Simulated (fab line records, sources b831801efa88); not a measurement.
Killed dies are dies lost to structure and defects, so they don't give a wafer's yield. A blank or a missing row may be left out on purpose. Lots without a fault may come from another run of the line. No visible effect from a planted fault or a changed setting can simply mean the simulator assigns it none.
Matching of chambers + flow gf180mcu + GF_V1_CMP_26 on cmp-01 has 4 sister chambers
The step polishes, stops on SiO2, t overpolish 15 s, target thk 0 nm. 14 wafers are shown with their chamber, then 7 later ones without.

EACH WAFER AND ITS CHAMBER
| wafer  | chamber | motor-current-A (A) | time-to-endpoint-s (s) | overpolish-run-s (s) |
|--------|---------|---------------------|------------------------|----------------------|
| L421.2 | 3       | 13.7                | 84                     | 14.992               |
| L421.3 | 0       | 10.0                | 83                     | 14.994               |
| L421.6 | 1       | 11.0                | 85                     | 14.989               |
| L422.1 | 1       | 11.5                | 87                     | 14.996               |
| L422.4 | 2       | 10.9                | 88                     | 15.001               |
| L422.5 | 2       | 12.7                | 90                     | 14.999               |
| L425.1 | 3       | 12.8                | 81                     | 15.015               |
| L425.4 | 2       | 11.9                | 85                     | 15.006               |
| L425.5 | 0       | 9.5                 | 84                     | 14.984               |
| L434.2 | 3       | 13.6                | 77                     | 15.000               |
| L434.3 | 2       | 11.0                | 80                     | 15.005               |
| L434.4 | 0       | 9.4                 | 88                     | 15.004               |
| L435.4 | 0       | 9.7                 | 88                     | 14.997               |
| L435.5 | 0       | 9.9                 | 85                     | 15.022               |

SIGNATURES (averages over the wafers above)
| reading            | chamber 0 | chamber 1 | chamber 2 | chamber 3 | scatter within a chamber |
|--------------------|-----------|-----------|-----------|-----------|--------------------------|
| motor-current-A    | 9.700     | 11.250    | 11.625    | 13.367    | 0.549                    |
| time-to-endpoint-s | 85.60     | 86.00     | 85.75     | 80.67     | 3.23                     |
| overpolish-run-s   | 15.00020  | 14.99250  | 15.00275  | 15.00233  | 0.0106                   |
Rule: a wafer's distance from a chamber is the root of the sum, over the readings, of the square of ((its reading less the chamber's mean) divided by the reading's scatter). If the next closest chamber is less than 2 further off than the closest, the wafer can't be placed; otherwise it belongs to the closest. The scatter is the square root of a quotient: the sum, over the shown wafers, of each reading's squared deviation from its chamber's mean, divided by wafers minus chambers.

WAFERS MISSING THEIR CHAMBER
| wafer  | motor-current-A (A) | time-to-endpoint-s (s) | overpolish-run-s (s) |
|--------|---------------------|------------------------|----------------------|
| L435.6 | 13.9                | 81                     | 14.988               |
| L436.1 | 9.8                 | 83                     | 14.987               |
| L436.3 | 12.9                | 81                     | 15.012               |
| L436.5 | 10.0                | 84                     | 14.994               |
| L438.2 | 10.2                | 82                     | 14.999               |
| L438.3 | 11.8                | 77                     | 14.997               |
| L438.6 | 11.6                | 82                     | 14.994               |

CHAMBER TAKEN BY EACH
| wafer  | from the rows above               | in truth |
|--------|-----------------------------------|----------|
| L435.6 | 3                                 | 3        |
| L436.1 | can't be placed: 0 or 1           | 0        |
| L436.3 | can't be placed: 3 or 2           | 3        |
| L436.5 | can't be placed: 0 or 1           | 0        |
| L438.2 | can't be placed: 0 or 1 or 2      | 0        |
| L438.3 | can't be placed: 2 or 1 or 3 or 0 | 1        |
| L438.6 | can't be placed: 1 or 2 or 3      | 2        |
1 of 7 placed correctly. These rows do not allow placing 6 (true chamber among the candidates in 6). Wrongly placed: 0.
